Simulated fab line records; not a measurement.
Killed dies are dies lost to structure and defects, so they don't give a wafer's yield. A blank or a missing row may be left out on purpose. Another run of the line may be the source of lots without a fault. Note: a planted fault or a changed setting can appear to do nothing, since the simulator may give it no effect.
2 desks looking at one fault | flow gf180mcu | only its own numbers are on each desk; what lay behind them is given at the end

## METROLOGY DESK
Means of the sampled wafers that have a number, per lot and without regard to the tool the lot ran on: this is what the gauges read. Any lot whose mean is over 4 standard deviations away from the usual mean is out of limits and marked OUT; that distance is given in the brackets.
Columns: A = HV_LDD_CVD_56_THK at GF_HV_LDD_THK_MEAS_57, usual 90.3 nm
lot  | first seen here | A
L463 | day 12 18:07    | 88.8
L464 | day 13 04:37    | 91.3
L466 | day 13 20:53    | 91.1
L468 | day 14 13:28    | 97.7 (+9.2) OUT
L467 | day 14 15:19    | 97.5 (+8.9) OUT
L470 | day 15 04:25    | 90.3
L478 | day 18 07:55    | 90.0
L479 | day 18 13:06    | 90.4
L480 | day 18 20:12    | 89.3
L482 | day 19 06:56    | 89.8
L481 | day 19 09:22    | 89.1
L483 | day 19 18:22    | 90.4
This desk finds L467, L468 out of limits, with the earliest case on L468 at day 14 13:28 (HV_LDD_CVD_56_THK at GF_HV_LDD_THK_MEAS_57). In limits: L463, L464, L466, L470, L478, L479, L480, L482, L481, L483.

## TOOL OWNER'S DESK, lpcvd-02
The tool's own readings at GF_HV_LDD_CVD_56 (deposits Si3N4 from DCS/NH3, target thk 90 nm, time 1543 s): means of the sampled wafers that have a number, for each lot that ran on this tool. Any lot whose mean is over 4 standard deviations away from the usual mean is out of limits and marked OUT; that distance is given in the brackets.
Columns: A = spikeTcCentreC at GF_HV_LDD_CVD_56, usual 771.1 C
lot  | first seen here | A
L464 | day 13 03:11    | 771.1
L466 | day 13 19:27    | 771.5
L468 | day 14 12:01    | 771.1
L467 | day 14 13:53    | 771.9
L478 | day 18 06:28    | 772.2
L479 | day 18 11:38    | 772.1
L480 | day 18 18:45    | 772.9
L483 | day 19 16:55    | 771.0
Finding of this desk: none of the 8 lots has anything out of limits.

## BROUGHT TOGETHER
On L467, L468, the metrology desk was in a position to raise an alarm at day 14 13:28.
Nothing out of limits was seen by the tool owner's desk.
The tool owner's desk has L467, L468 on record, within its limits.
Of the lots named, all ran GF_HV_LDD_CVD_56 on lpcvd-02.

## WHAT THE SIMULATOR HAD INSERTED
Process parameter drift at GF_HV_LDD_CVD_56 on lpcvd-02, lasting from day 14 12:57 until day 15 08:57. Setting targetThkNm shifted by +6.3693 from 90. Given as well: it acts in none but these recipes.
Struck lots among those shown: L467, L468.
Per desk, hours elapsed from the start of the fault to the first reading out of limits: for the metrology desk, 1.
